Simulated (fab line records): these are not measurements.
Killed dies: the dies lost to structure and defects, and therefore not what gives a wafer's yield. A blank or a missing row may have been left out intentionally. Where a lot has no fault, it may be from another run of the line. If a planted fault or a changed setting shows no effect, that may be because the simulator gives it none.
Check of tool commonality    flow gf180mcu    Lots sampled 14, wafers sampled 42

## WHY IT WAS OPENED
GF_HV_LDD_TW_MEAS_50, reading HV_LDD_4_TW: flagged on 3 of 14 lots. No-fault wafers: 565, standard deviation 3.1.
Rule: a lot is flagged in two cases, either no wafer of it has a number, or all its wafers with numbers fall more than 4 standard deviations from that mean. All remaining lots are regarded as sound.

lot   measured      on            HV_LDD_4_TW, wafer by wafer  flag
L895  day 12 16:13  filmMetro-01  566 566 565                  
L897  day 13 03:53  filmMetro-01  561 559 563                  
L898  day 13 12:22  filmMetro-04  569 570 567                  
L899  day 13 16:10  filmMetro-02  563 562 564                  
L900  day 14 00:47  filmMetro-04  564 565 564                  
L901  day 14 09:15  filmMetro-02  704 699 705                  FLAGGED
L906  day 16 03:52  filmMetro-02  708 705 702                  FLAGGED
L908  day 16 21:13  filmMetro-01  702 700 704                  FLAGGED
L912  day 18 09:33  filmMetro-01  565 567 566                  
L913  day 18 15:49  filmMetro-01  565 568 565                  
L914  day 18 23:34  filmMetro-01  564 567 567                  
L915  day 19 09:49  filmMetro-02  566 568 568                  
L916  day 19 19:20  filmMetro-04  564 566 564                  
L918  day 20 09:43  filmMetro-02  574 574 574                  
The numbers of the flagged lots are 703 on average: +138 against the usual, or +45 standard deviations.

## TOOL THAT RAN EACH LOT
The record keeps 1 process step preceding the reading, out of 602 steps on the route. Every cell lists first the tool, next ch and the chambers used by the sampled wafers, and last the start.
lot   flag     GF_HV_LDD_IMPLANT_48
L895           implanter-01 ch 0, day 12 15:58
L897           implanter-03 ch 0, day 13 03:40
L898           implanter-02 ch 0, day 13 12:07
L899           implanter-01 ch 0, day 13 15:55
L900           implanter-03 ch 0, day 14 00:34
L901  FLAGGED  implanter-01 ch 0, day 14 08:43
L906  FLAGGED  implanter-03 ch 0, day 16 03:18
L908  FLAGGED  implanter-02 ch 0, day 16 20:38
L912           implanter-03 ch 0, day 18 09:18
L913           implanter-03 ch 0, day 18 15:35
L914           implanter-01 ch 0, day 18 23:20
L915           implanter-01 ch 0, day 19 09:34
L916           implanter-03 ch 0, day 19 19:07
L918           implanter-02 ch 0, day 20 09:28
What is done by these steps:
- GF_HV_LDD_IMPLANT_48
- GF_HV_LDD_TW_MEAS_50

## FLAGGED OVER TOTAL, TOOL BY TOOL (the gauges that took the reading come last)
step                  tool          lots run  flagged  share of the flagged lots  sound lots run after its first flagged lot
GF_HV_LDD_IMPLANT_48  implanter-01  5         1        some                       2 (L914,L915)
GF_HV_LDD_IMPLANT_48  implanter-02  3         1        some                       1 (L918)
GF_HV_LDD_IMPLANT_48  implanter-03  6         1        some                       3 (L912,L913,L916)
GF_HV_LDD_TW_MEAS_50  filmMetro-01  6         1        some                       3 (L912,L913,L914)
GF_HV_LDD_TW_MEAS_50  filmMetro-02  5         2        some                       2 (L915,L918)
GF_HV_LDD_TW_MEAS_50  filmMetro-04  3         0        none                       -

## WHAT IS ALLOWED BY THE TABLE
No row of the table ran every flagged lot.

## WHAT THE SIMULATOR HAD PUT IN
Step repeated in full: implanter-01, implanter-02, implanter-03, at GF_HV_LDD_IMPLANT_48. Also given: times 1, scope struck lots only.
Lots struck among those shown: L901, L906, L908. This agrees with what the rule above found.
